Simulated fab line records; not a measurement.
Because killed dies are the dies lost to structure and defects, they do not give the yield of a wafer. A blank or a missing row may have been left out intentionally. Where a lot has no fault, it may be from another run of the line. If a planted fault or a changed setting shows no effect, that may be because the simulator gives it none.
fab line records ; flow sky130
record lots=5; wafers=14; lastDay=51
route steps=708 shown VIA3@593 METAL4@598 CAP2M@603 PAD_OPEN@708
lots that met no fault: from a run of the same line without faults
startH: the number of hours between the record's first day and the start of the first shown wafer of the lot ; waitH: how many hours have passed since the lot's step before this one ; " same as the row above ; L1.1+2: a row that stands for several wafers ; - no value, or no start was given ; * or withheld: withheld ; < > ~ a bound
route shown NAME@n: a module of which the file shows steps, and the number in the route of the first ; usual: average and standard deviation across the fault-free wafers ; same: alike in all rows ; chamber/n: place in a boat ; sites: readings site by site ; _std_site: the values' standard deviation ; _edge_site: outer sites' mean less inner sites' ; radiusMm: for every site, how far away it sits from the centre of the wafer ; mask NAME#n: copy n ; behind: the last tool/chamber to shape the wafer ; hold: why the lot was held/for how many hours/how that ended ; device: transistor that didn't switch, given as n, p or np ; end of line: the tests these same wafers got at the end of their route ; for a step that has no rows: nothing shown but its recipe ; killed: not the wafer's yield, but the dies lost to structure and defects at the first sort ; map: dies across one wafer; x = killed, . = not, _ = none there
set.NAME: the setting as run; set.NAME@STEP: as run at that earlier step ; model.NAME: the simulator's own value behind a step, which no gauge read
certain route steps with their lots: each step a table, each wafer a row
services: when a tool's chamber went out of use (startH, in hours from the record's first day, below 0 if earlier), for how many hours, and the reason
## steps
# step SKY_VIA3_SPUTTER_20
# recipe material=TiN; targetThkNm=20; chamberPressurePa=5; powerW=4000; timeS=80
# step SKY_VIA3_CVD_21
# recipe material=W; targetThkNm=390; timeS=117.31; tempC=400; pressureTorr=40
# step SKY_VIA3_CMP_24
# recipe stopOn=SiO2; tOverpolishS=20; downForcePsi=3.5; platenRpm=60; targetThkNm=0; padVelocityMS=0.94248
# step SKY_METAL4_SPUTTER_00
# recipe material=Ti; targetThkNm=15; powerW=3000; timeS=10; chamberPressurePa=0.4
# step SKY_METAL4_SPUTTER_01
# recipe material=TiN; targetThkNm=20; powerW=6500; timeS=16.7; chamberPressurePa=0.4
# step SKY_METAL4_SPUTTER_02
# recipe material=AlCu; targetThkNm=735; powerW=10600; timeS=39.1; chamberPressurePa=0.4
# step SKY_METAL4_SPUTTER_03
# recipe material=Ti; targetThkNm=5; powerW=3000; timeS=3.3; chamberPressurePa=0.4
# step SKY_METAL4_SPUTTER_04
# recipe material=TiN; targetThkNm=70; powerW=6500; timeS=58.3; chamberPressurePa=0.4
# step SKY_CAP2M_CVD_00
# recipe material=SiO2; targetThkNm=15.5; tempC=400; timeS=withheld; rfW=450
# step SKY_CAP2M_SPUTTER_02
# recipe material=TiN; targetThkNm=200; tempC=300; powerW=6500; timeS=166.7; chamberPressurePa=0.4
# usual cathodeDcPowerW=6500.0/1.1; throttleValvePct=30.0/1.1
lot.wafer;tool;chamber;startH;waitH;cathodeDcPowerW;throttleValvePct;model.TiN_of_CAP2M_SPUTTER_02.thkNm
L458.1;pvdSputter-03;-;988.61;0.1;6502.8;30.9;199.5
L458.5;pvdSputter-03;-;988.61;0.1;6499.4;30.9;200.7
L458.6;pvdSputter-03;-;988.61;0.1;6500.3;29.6;200.6
L465.2;pvdSputter-03;-;1028.45;0.0;6499.3;30.5;199.6
L465.4;pvdSputter-03;-;1028.45;0.0;6501.9;30.8;173.4
L467.1;pvdSputter-03;-;1041.51;0.1;6500.7;29.8;199.4
L467.2;pvdSputter-03;-;1041.51;0.1;6501.1;30.9;194.6
L467.5;pvdSputter-03;-;1041.51;0.1;6501.9;29.8;175.2
L469.2;pvdSputter-03;-;1055.63;0.0;6499.7;29.6;201.2
L469.5;pvdSputter-03;-;1055.63;0.0;6498.4;30.6;177.3
L469.6;pvdSputter-03;-;1055.63;0.0;6500.3;29.6;202.6
L473.2;pvdSputter-01;-;1102.55;0.0;6499.9;30.6;202.6
L473.4;pvdSputter-01;-;1102.55;0.0;6501.3;31.6;198.8
L473.5;pvdSputter-01;-;1102.55;0.0;6499.2;31.1;195.9
# step SKY_CAP2M_RS_MEAS_03
# recipe thkMeasGauge=four-point-probe; reads=TiN_of_CAP2M_SPUTTER_02
# usual CAP2M_TIN_RS=6.97/0.098
lot.wafer;tool;chamber;startH;waitH;CAP2M_TIN_RS[ohm/sq]
L458.1;filmMetro-03;-;988.72;0.1;6.93
L458.5;filmMetro-03;-;988.72;0.1;6.88
L458.6;filmMetro-03;-;988.72;0.1;6.88
L465.2;filmMetro-03;-;1028.58;0.1;6.93
L465.4;filmMetro-03;-;1028.58;0.1;8.00
L467.1;filmMetro-01;-;1041.62;0.1;6.92
L467.2;filmMetro-01;-;1041.62;0.1;7.11
L467.5;filmMetro-01;-;1041.62;0.1;7.91
L469.2;filmMetro-03;-;1055.76;0.1;6.87
L469.5;filmMetro-03;-;1055.76;0.1;7.80
L469.6;filmMetro-03;-;1055.76;0.1;6.80
L473.2;filmMetro-01;-;1102.67;0.1;6.85
L473.4;filmMetro-01;-;1102.67;0.1;6.98
L473.5;filmMetro-01;-;1102.67;0.1;7.07
# step SKY_CAP2M_THK_MEAS_04
# recipe thkMeasGauge=xrf; reads=TiN_of_CAP2M_SPUTTER_02
# usual CAP2M_TIN_THK=197.8/2.6
lot.wafer;tool;chamber;startH;waitH;CAP2M_TIN_THK[nm]
L458.1;filmMetro-03;-;988.84;0.1;198.6
L458.5;filmMetro-03;-;988.84;0.1;200.3
L458.6;filmMetro-03;-;988.84;0.1;200.3
L465.2;filmMetro-03;-;1028.69;0.1;199.0
L465.4;filmMetro-03;-;1028.69;0.1;173.3
L467.1;filmMetro-01;-;1041.74;0.1;197.7
L467.2;filmMetro-01;-;1041.74;0.1;193.1
L467.5;filmMetro-01;-;1041.74;0.1;174.3
L469.2;filmMetro-03;-;1055.87;0.1;201.6
L469.5;filmMetro-03;-;1055.87;0.1;177.5
L469.6;filmMetro-03;-;1055.87;0.1;202.5
L473.2;filmMetro-01;-;1102.78;0.1;201.6
L473.4;filmMetro-01;-;1102.78;0.1;198.1
L473.5;filmMetro-01;-;1102.78;0.1;195.1
# step SKY_CAP2M_DEHYDRATE_05
# recipe tempC=200; timeS=60
# step SKY_CAP2M_HMDS_06
# recipe primeTimeS=60; primeTempC=120
# step SKY_CAP2M_COAT_07
# recipe resist=NOVOLAK; spinRpm=3000; resistThkNm=1140
# step SKY_CAP2M_SOFTBAKE_08
# recipe tempC=90; timeS=60; resist=NOVOLAK
# step SKY_CAP2M_EXPOSE_09
# recipe maskId=CAP2M; na=0.6; sourceShape=conventional; sigmaOuter=0.6; polarization=unpolarized; targetCdNm=1000; doseMj=159
# step SKY_CAP2M_PEB_10
# recipe tempC=withheld; timeS=*; resist=NOVOLAK
# step SKY_CAP2M_DEVELOP_11
# recipe resist=NOVOLAK; developer=TMAH; developTimeS=60; devTempC=23
# step SKY_CAP2M_METAL_ETCH_13
# recipe targetDepthNm=220; stopOn=SiO2; chemistry=Cl2/BCl3; target=TiN; pressureMtorr=10; icpW=900; biasW=48.5; Cl2_flow_sccm=60; bcl3FlowSccm=30; timeS=62.9
# usual drypumpMotorCurrentA=5.5/0.34; oesProductAu=0.937/0.009; rfFwdPowerW=892/3.6; throttleValvePct=21.904/0.011
lot.wafer;tool;chamber;startH;waitH;drypumpMotorCurrentA;oesProductAu;rfFwdPowerW;rfHoursCounterH;throttleValvePct
L458.1;rieMetal-02;1;1011.27;0.0;6.0;0.933;892;9;21.897
L458.5;rieMetal-02;1;1011.27;0.0;6.0;0.943;899;-;21.903
L458.6;rieMetal-02;0;1011.27;0.0;5.8;0.941;889;-;21.890
L465.2;rieMetal-01;1;1049.82;0.0;5.4;0.947;897;10;21.891
L465.4;rieMetal-01;0;1049.82;0.0;5.4;0.861;886;-;21.940
L467.1;rieMetal-03;0;1062.93;0.0;6.0;0.941;895;19;21.910
L467.2;rieMetal-03;1;1062.93;0.0;4.8;0.936;893;1;21.906
L467.5;rieMetal-03;0;1062.93;0.0;6.0;0.876;899;-;21.946
L469.2;rieMetal-01;1;1076.28;0.0;5.4;0.949;896;11;21.897
L469.5;rieMetal-01;0;1076.28;0.0;5.4;0.869;887;-;21.945
L469.6;rieMetal-01;1;1076.28;0.0;5.4;0.951;896;-;21.900
L473.2;rieMetal-01;1;1121.52;0.0;5.4;0.950;890;15;21.885
L473.4;rieMetal-01;0;1121.52;0.0;5.4;0.933;887;-;21.908
L473.5;rieMetal-01;0;1121.52;0.0;5.4;0.924;887;-;21.905
# step SKY_CAP2M_STRIP_14
# recipe chemistry=O2/N2; powerW=1400; pressureMtorr=1500; platenTempC=withheld; o2FlowSccm=3000; n2FlowSccm=300; overashFraction=0.5
# step SKY_CAP2M_STRIP_15
# recipe chemistry=postEtchResidueRemover; timeS=1200; tempC=72.5
# step SKY_CAP2M_CLEAN_16
# recipe chemistry=IPA; timeS=180; tempC=25
# step SKY_CAP2M_CLEAN_17
# recipe chemistry=O3/DIW; dry=n2Spin
# step SKY_METAL4_DEHYDRATE_05
# recipe tempC=200; timeS=60
# step SKY_METAL4_HMDS_06
# recipe primeTimeS=60; primeTempC=120
# step SKY_METAL4_COAT_07
# recipe resist=BARC; tempC=withheld; timeS=withheld; spinRpm=3000; resistThkNm=60
# step SKY_METAL4_COAT_08
# recipe resist=KrF-thick; spinRpm=3000; resistThkNm=1140
# step SKY_METAL4_SOFTBAKE_09
# recipe tempC=100; timeS=90; resist=KrF-thick
# step SKY_METAL4_EXPOSE_10
# recipe maskId=MM4; na=0.68; sourceShape=annular; sigmaInner=0.4; sigmaOuter=0.8; targetCdNm=300; doseMj=28
# step SKY_METAL4_PEB_11
# recipe pebTempC=withheld; pebTimeS=withheld; resist=KrF-thick
# step SKY_METAL4_DEVELOP_12
# recipe developTimeS=60; resist=KrF-thick; devTempC=21
# step SKY_METAL4_DESCUM_15
# recipe chemistry=O2; sourcePowerW=150; biasPowerW=0; pressureMtorr=10; tempC=40; timeS=8
# step SKY_METAL4_ETCH_16
# recipe chemistry=N2/H2; target=BARC; ionEnergyEv=200; biasW=100; pressureMtorr=30; n2FlowSccm=100; h2FlowSccm=200; icpW=500; stopOn=SiO2; timeS=88.2; targetDepthA=600
# step SKY_METAL4_ETCH_17
# recipe target=SiO2; stopOn=TiN; chemistry=C4F8/O2/Ar; sourceW=1500; biasW=1200; pressureMtorr=40; c4f8FlowSccm=withheld; O2_flow_sccm=6; Ar_flow_sccm=300; timeS=3.9; targetDepthA=150
# step SKY_METAL4_METAL_ETCH_18
# recipe targetDepthA=8450; stopOn=SiO2; overEtchFrac=0.3; timeS=183.1; chemistry=Cl2/BCl3; resistSidewallDeg=88; pressureMtorr=10; icpW=900; biasW=48.5; Cl2_flow_sccm=60; bcl3FlowSccm=30
# step SKY_METAL4_STRIP_20
# recipe chemistry=postEtchResidueRemover; timeS=1200; tempC=72.5
lot.wafer;tool;chamber;startH;waitH;model.TiN_of_CAP2M_SPUTTER_02.thkNm
L458.1;wetBench-03;1;1035.83;0.1;198.7
L458.5;wetBench-03;1;1035.83;0.1;199.9
L458.6;wetBench-03;1;1035.83;0.1;199.7
L465.2;wetBench-02;3;1072.13;0.1;198.8
L465.4;wetBench-02;3;1072.13;0.1;172.6
L467.1;wetBench-03;2;1085.29;0.1;198.6
L467.2;wetBench-03;2;1085.29;0.1;193.8
L467.5;wetBench-03;2;1085.29;0.1;174.4
L469.2;wetBench-02;1;1097.08;0.1;200.4
L469.5;wetBench-02;1;1097.08;0.1;176.4
L469.6;wetBench-02;1;1097.08;0.1;201.8
L473.2;wetBench-03;1;1142.39;0.1;201.7
L473.4;wetBench-03;1;1142.39;0.1;197.9
L473.5;wetBench-03;1;1142.39;0.1;195
# step SKY_PAD_OPEN_PROBE_99
# usual defectLimitedYield=82.6/1.8; killed_at_M0_to_M3=43/6.5; killed_at_M4_up=3.1/1.8; killedAtContacts=24/5.6; killedAtFrontEnd=15/4.2; killedAtOther=0.3/0.5; killedDies=86/8.9; killedOpen=47/6.9; killedShort=39/5.9; sort_bin_3_pad_short=0.9/0.39; sort_bin_5_function=10.4/1.6; sort_bin_6_memory=6.2/1; sortNPass=406/8.9; sortYieldPct=82.6/1.8
# same grossDies=492; killedAtBackSide=0; sort_bin_4_leakage[%]=0; sort_bin_8_speed[%]=0
lot.wafer;tool;chamber;startH;waitH;defectLimitedYield[%];killed_at_M0_to_M3;killed_at_M4_up;killedAtContacts;killedAtFrontEnd;killedAtOther;killedDies;killedOpen;killedShort;sort_bin_3_pad_short[%];sort_bin_5_function[%];sort_bin_6_memory[%];sortNPass;sortYieldPct[%];model.etest.capMim2.plateOhmSq;model.etest.capMim2.leakLog10ACm2
L458.1;prober-02;-;1124.41;0.1;83.1;37;2;26;18;0;83;45;38;1.2;9.8;5.9;409;83.1;5.982;-9.099
L458.5;prober-02;-;1124.61;0.2;81.3;46;4;25;17;0;92;48;44;1.2;11.0;6.5;400;81.3;6.048;-9.061
L458.6;prober-02;-;1124.66;0.2;82.9;43;2;20;18;1;84;37;47;1.0;11.4;4.7;408;82.9;5.992;-8.898
L465.2;prober-01;-;1156.60;0.1;85.8;36;3;23;8;0;70;40;30;0.2;8.9;5.1;422;85.8;6.058;-9.035
L465.4;prober-01;-;1156.70;0.2;81.9;50;3;23;13;0;89;51;38;0.6;10.8;6.7;403;81.9;6.892;-8.729
L467.1;prober-01;-;1167.31;0.1;82.5;34;6;30;16;0;86;43;43;0.6;11.4;5.5;406;82.5;6.021;-8.828
L467.2;prober-01;-;1167.36;0.1;82.9;38;6;22;18;0;84;47;37;0.8;9.6;6.7;408;82.9;6.151;-8.999
L467.5;prober-01;-;1167.51;0.2;83.9;42;1;23;13;0;79;43;36;0;11.4;4.7;413;83.9;6.864;-8.794
L469.2;prober-01;-;1176.58;0.1;80.3;48;5;29;15;0;97;56;41;1.0;13.0;5.7;395;80.3;5.952;-8.941
L469.5;prober-01;-;1176.73;0.2;83.3;46;3;26;7;0;82;45;37;1.0;9.1;6.5;410;83.3;6.75;-8.806
L469.6;prober-01;-;1176.78;0.2;81.3;46;2;27;17;0;92;43;49;0.6;11.6;6.5;400;81.3;5.942;-9.138
L473.2;prober-02;-;1212.08;0.1;81.9;44;1;21;23;0;89;59;30;0.8;8.3;8.9;403;81.9;5.91;-9.009
L473.4;prober-02;-;1212.18;0.2;82.5;41;2;26;17;0;86;40;46;1.2;11.0;5.3;406;82.5;6.05;-8.875
L473.5;prober-02;-;1212.23;0.2;80.3;44;1;36;15;1;97;52;45;0.8;12.8;6.1;395;80.3;6.13;-9.021
# killed by level:class
L458.1 FIELD_ISO:geometricParticle:short=8 VIA2:geometricParticle:open=8 CONTACT:geometricParticle:open=8 LI_CONTACT:geometricParticle:open=7 FIELD_ISO:geometricParticle:open=6 LOCAL_INTERCONNECT:geometricParticle:short=6 VIA1:geometricParticle:open=5 VIA2:geometricParticle:short=5
L458.5 VIA1:geometricParticle:open=14 LI_CONTACT:geometricParticle:open=8 POLY_GATE:geometricParticle:open=7 CONTACT:geometricParticle:short=7 CONTACT:geometricParticle:open=7 METAL2:geometricParticle:short=7 VIA3:geometricParticle:open=6 FIELD_ISO:geometricParticle:short=5
L458.6 VIA3:geometricParticle:short=9 VIA2:geometricParticle:open=7 VIA3:geometricParticle:open=7 LOCAL_INTERCONNECT:geometricParticle:short=5 CONTACT:geometricParticle:open=5 FIELD_ISO:geometricParticle:short=4 FIELD_ISO:geometricParticle:open=4 POLY_GATE:geometricParticle:short=4
L465.2 VIA3:geometricParticle:open=10 CONTACT:geometricParticle:open=9 LI_CONTACT:geometricParticle:open=7 METAL1:geometricParticle:short=5 VIA1:geometricParticle:short=5 POLY_GATE:geometricParticle:open=4 VIA1:geometricParticle:open=4 VIA2:geometricParticle:short=4
L465.4 VIA1:geometricParticle:open=12 VIA2:geometricParticle:open=8 LI_CONTACT:geometricParticle:open=7 LOCAL_INTERCONNECT:geometricParticle:short=6 METAL1:geometricParticle:short=6 VIA1:geometricParticle:short=5 VIA3:geometricParticle:open=5 POLY_GATE:geometricParticle:open=4
L467.1 CONTACT:geometricParticle:open=11 VIA1:geometricParticle:open=9 CONTACT:geometricParticle:short=8 METAL4:geometricParticle:short=6 LI_CONTACT:geometricParticle:open=5 LOCAL_INTERCONNECT:geometricParticle:short=5 METAL2:geometricParticle:short=5 VIA3:geometricParticle:open=4
L467.2 VIA1:geometricParticle:open=9 LI_CONTACT:geometricParticle:open=8 FIELD_ISO:geometricParticle:open=6 CONTACT:geometricParticle:open=6 METAL1:geometricParticle:short=6 VIA2:geometricParticle:short=5 METAL3:geometricParticle:short=5 POLY_GATE:geometricParticle:open=4
L467.5 VIA1:geometricParticle:open=12 VIA2:geometricParticle:open=8 LI_CONTACT:geometricParticle:short=6 LI_CONTACT:geometricParticle:open=6 VIA1:geometricParticle:short=6 CONTACT:geometricParticle:open=5 METAL2:geometricParticle:short=5 POLY_GATE:geometricParticle:short=4
L469.2 LI_CONTACT:geometricParticle:open=13 VIA1:geometricParticle:open=11 VIA3:geometricParticle:open=10 CONTACT:geometricParticle:short=6 VIA2:geometricParticle:short=6 METAL2:geometricParticle:short=6 FIELD_ISO:geometricParticle:open=5 CONTACT:geometricParticle:open=5
L469.5 LI_CONTACT:geometricParticle:open=10 CONTACT:geometricParticle:open=10 VIA1:geometricParticle:open=9 VIA1:geometricParticle:short=7 VIA2:geometricParticle:open=7 METAL1:geometricParticle:short=4 METAL2:geometricParticle:short=4 VIA3:geometricParticle:short=4
L469.6 VIA1:geometricParticle:open=11 CONTACT:geometricParticle:open=10 FIELD_ISO:geometricParticle:short=6 METAL1:geometricParticle:short=6 CONTACT:geometricParticle:short=6 VIA2:geometricParticle:open=6 LOCAL_INTERCONNECT:geometricParticle:short=5 VIA3:geometricParticle:open=5
L473.2 CONTACT:geometricParticle:open=13 VIA2:geometricParticle:open=8 VIA1:geometricParticle:open=7 VIA3:geometricParticle:open=7 FIELD_ISO:geometricParticle:open=5 FIELD_ISO:geometricParticle:short=5 LI_CONTACT:geometricParticle:open=5 METAL1:geometricParticle:short=4
L473.4 CONTACT:geometricParticle:open=13 POLY_GATE:geometricParticle:short=6 VIA2:geometricParticle:short=6 VIA1:geometricParticle:open=6 VIA3:geometricParticle:open=5 METAL1:geometricParticle:short=5 VIA1:geometricParticle:short=5 VIA2:geometricParticle:open=5
L473.5 CONTACT:geometricParticle:open=12 METAL1:geometricParticle:short=9 METAL2:geometricParticle:short=8 LI_CONTACT:geometricParticle:open=8 CONTACT:geometricParticle:short=8 VIA1:geometricParticle:open=8 POLY_GATE:geometricParticle:short=6 POLY_GATE:geometricParticle:open=6
## services
tool;chamber;startH;hours;kind
pvdSputter-01;-;991.89;2.2;repair
rieMetal-03;1;1034.54;-;clean
rieMetal-03;1;1034.54;17.9;scheduledDown
rieMetal-03;1;1034.54;17.9;ventCycle
rieMetal-01;1;1057.35;8.7;repair
pvdSputter-03;-;1115.15;1.0;repair
rieMetal-02;0;1128.99;1.5;repair
pvdSputter-03;-;1137.12;1.4;repair
## key
firstSign step=SKY_CAP2M_RS_MEAS_03; reading=CAP2M_TIN_RS; direction=up; sigmas=9.5; usual=6.97; struck=7.90
effect step=SKY_CAP2M_THK_MEAS_04; reading=CAP2M_TIN_THK; direction=down; sigmas=8.6; usual=197.8; struck=175.0
effect step=SKY_CAP2M_METAL_ETCH_13; reading=oesProductAu; direction=down; sigmas=7.5; usual=0.937; struck=0.869
modelEffect step=SKY_CAP2M_SPUTTER_02; value=TiN_of_CAP2M_SPUTTER_02.thkNm; without=199.2; struck=175.3
modelEffect step=SKY_METAL4_STRIP_20; value=TiN_of_CAP2M_SPUTTER_02.thkNm; without=198.4; struck=174.5
modelEffect step=SKY_PAD_OPEN_PROBE_99; value=etest.capMim2.plateOhmSq; without=6.015; struck=6.835
metAt SKY_CAP2M_SPUTTER_02
struckWafers L465.4,L467.5,L469.5
onsetBetween 988.61 1028.45
fault kind=processParameterDrift; tool=pvdSputter-03; chamber=-; onsetH=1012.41; steps=SKY_CAP2M_SPUTTER_02; channel=timeS; offset=*; shape=step; endH=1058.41; scope=struckWafersOnly; actsIn=*; stated=*
